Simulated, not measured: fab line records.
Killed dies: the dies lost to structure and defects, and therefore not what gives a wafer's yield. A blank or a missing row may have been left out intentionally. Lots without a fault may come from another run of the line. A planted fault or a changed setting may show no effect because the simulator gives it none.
Chamber matching / flow gf180mcu / GF_STI_CMP_25 on cmp-02: 4 sister chambers
The step polishes, stops on Si3N4, t overpolish 33 s, target thk 524.6 nm. 18 wafers are shown with their chamber, then 8 later ones without.

== WAFERS PAIRED WITH THEIR CHAMBERS ==
wafer=L625.1; chamber=1; motor current A (A)=11.7; time to endpoint s (s)=122
wafer=L625.2; chamber=2; motor current A (A)=11.2; time to endpoint s (s)=122
wafer=L625.6; chamber=2; motor current A (A)=10.8; time to endpoint s (s)=125
wafer=L626.4; chamber=0; motor current A (A)=10.2; time to endpoint s (s)=124
wafer=L626.5; chamber=1; motor current A (A)=11.3; time to endpoint s (s)=120
wafer=L626.6; chamber=0; motor current A (A)=10.0; time to endpoint s (s)=128
wafer=L628.2; chamber=3; motor current A (A)=10.7; time to endpoint s (s)=122
wafer=L628.3; chamber=0; motor current A (A)=10.5; time to endpoint s (s)=117
wafer=L628.6; chamber=2; motor current A (A)=11.7; time to endpoint s (s)=122
wafer=L630.2; chamber=0; motor current A (A)=10.2; time to endpoint s (s)=122
wafer=L630.3; chamber=2; motor current A (A)=11.8; time to endpoint s (s)=122
wafer=L630.6; chamber=3; motor current A (A)=10.0; time to endpoint s (s)=119
wafer=L634.1; chamber=2; motor current A (A)=12.0; time to endpoint s (s)=128
wafer=L634.2; chamber=0; motor current A (A)=10.7; time to endpoint s (s)=126
wafer=L634.3; chamber=1; motor current A (A)=11.4; time to endpoint s (s)=122
wafer=L635.1; chamber=2; motor current A (A)=12.3; time to endpoint s (s)=124
wafer=L635.4; chamber=0; motor current A (A)=10.6; time to endpoint s (s)=124
wafer=L635.6; chamber=2; motor current A (A)=11.4; time to endpoint s (s)=131

SIGNATURES, as means of the wafers listed above
reading=motor current A; chamber 0=10.367; chamber 1=11.467; chamber 2=11.600; chamber 3=10.350; scatter within a chamber=0.4
reading=time to endpoint s; chamber 0=123.50; chamber 1=121.33; chamber 2=124.86; chamber 3=120.50; scatter within a chamber=3.29
Rule: distance of a wafer from a chamber = root of the sum over the readings of ((wafer's reading minus chamber's mean) / reading's scatter) squared. The wafer belongs to the nearest chamber; if the next one is less than 2 further off, it can't be placed. The scatter: the root of (the sum of the squares of (reading less its chamber's mean) over the shown wafers, divided by (wafers less chambers)).

== WAFERS WHOSE CHAMBER IS MISSING ==
wafer=L636.2; motor current A (A)=10.4; time to endpoint s (s)=121
wafer=L636.5; motor current A (A)=11.9; time to endpoint s (s)=123
wafer=L636.6; motor current A (A)=10.1; time to endpoint s (s)=117
wafer=L637.2; motor current A (A)=11.0; time to endpoint s (s)=115
wafer=L637.3; motor current A (A)=10.5; time to endpoint s (s)=120
wafer=L637.6; motor current A (A)=10.1; time to endpoint s (s)=118
wafer=L639.1; motor current A (A)=11.5; time to endpoint s (s)=122
wafer=L639.4; motor current A (A)=10.8; time to endpoint s (s)=123

== WHICH CHAMBER EACH WENT THROUGH ==
wafer=L636.2; from the rows above=can't be placed: 3 or 0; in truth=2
wafer=L636.5; from the rows above=can't be placed: 2 or 1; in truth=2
wafer=L636.6; from the rows above=can't be placed: 3 or 0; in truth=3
wafer=L637.2; from the rows above=can't be placed: 1 or 3 or 0 or 2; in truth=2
wafer=L637.3; from the rows above=can't be placed: 3 or 0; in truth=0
wafer=L637.6; from the rows above=can't be placed: 3 or 0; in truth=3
wafer=L639.1; from the rows above=can't be placed: 1 or 2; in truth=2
wafer=L639.4; from the rows above=can't be placed: 0 or 3 or 1 or 2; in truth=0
Correctly placed: 0 of 8. Can't be placed from these rows: 8 (the true chamber is among the candidates in 7). Placed wrongly: 0.
